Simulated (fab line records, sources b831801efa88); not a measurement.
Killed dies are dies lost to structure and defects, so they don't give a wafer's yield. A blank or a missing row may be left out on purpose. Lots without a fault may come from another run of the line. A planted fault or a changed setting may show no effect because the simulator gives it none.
Which tool did it? | flow gf180mcu | 6 lots, 18 wafers sampled, at 3 steps of a route of 602

WHAT THE GAUGES READ, wafer by wafer
GF_MVSD_TW_MEAS_11.
lot  | measured    | on            | MVSD_TW
L563 | day 4 21:29 | film_metro-03 | 1561 1567 1566
L570 | day 6 10:46 | film_metro-01 | 1599 1605 1612
L573 | day 7 05:09 | film_metro-02 | 1584 1577 1586
L575 | day 7 15:11 | film_metro-02 | 1581 1583 1578
L579 | day 8 12:18 | film_metro-01 | 30 30 30 30 30 30
L585 | day 9 22:20 | film_metro-01 | 1587 1603 1603

WHICH TOOL RAN EACH LOT (tool, then ch and the chambers of the sampled wafers, then the start)
lot  | GF_LVPWELL_STRIP_10                 | GF_MVSD_STRIP_10
L563 | plasma_asher-04 ch 0,1, day 4 07:42 | plasma_asher-04 ch 0,1, day 4 21:23
L570 | plasma_asher-01 ch 0,1, day 5 18:47 | plasma_asher-03 ch 0,1, day 6 10:39
L573 | plasma_asher-02 ch 0,1, day 6 12:51 | plasma_asher-03 ch 0,1, day 7 05:03
L575 | plasma_asher-02 ch 1, day 6 23:21   | plasma_asher-01 ch 0, day 7 15:05
L579 | plasma_asher-02 ch 0,1, day 7 19:32 | plasma_asher-04 ch 0,1, day 8 12:12
L585 | plasma_asher-01 ch 0,1, day 9 05:18 | plasma_asher-01 ch 0,1, day 9 22:14
- GF_LVPWELL_STRIP_10: strips in O2/N2.
- GF_MVSD_STRIP_10: strips in O2/N2.

THE ANSWER, worked out from the rows above alone
Rule: what is usual is taken from the lots themselves. Put in order of their means at a reading, lots are off if they are a third of the lots or fewer, leave a main group of 4 or more, and stand apart from it by a gap of 3 or more times the standard deviation of the main group's means; of several such gaps the widest counts. A main group whose means are all the same, to the digits that the tables above print for the reading, isn't used. A lot without any number at a reading at which 4 lots or more have one is off too. The other lots that the step has rows for count as sound.
Off: L579, at GF_MVSD_TW_MEAS_11 (MVSD_TW). The main group: mean 1586, standard deviation 14.
A tool fits if, at a process step before that reading, it ran every lot that is off, and no sound lot after the first of them. The gauges at GF_MVSD_TW_MEAS_11 are tried like those tools. Can't be told from this: 2 tools fit, plasma_asher-02 at GF_LVPWELL_STRIP_10, plasma_asher-04 at GF_MVSD_STRIP_10.

WHAT THE SIMULATOR HAD PUT IN
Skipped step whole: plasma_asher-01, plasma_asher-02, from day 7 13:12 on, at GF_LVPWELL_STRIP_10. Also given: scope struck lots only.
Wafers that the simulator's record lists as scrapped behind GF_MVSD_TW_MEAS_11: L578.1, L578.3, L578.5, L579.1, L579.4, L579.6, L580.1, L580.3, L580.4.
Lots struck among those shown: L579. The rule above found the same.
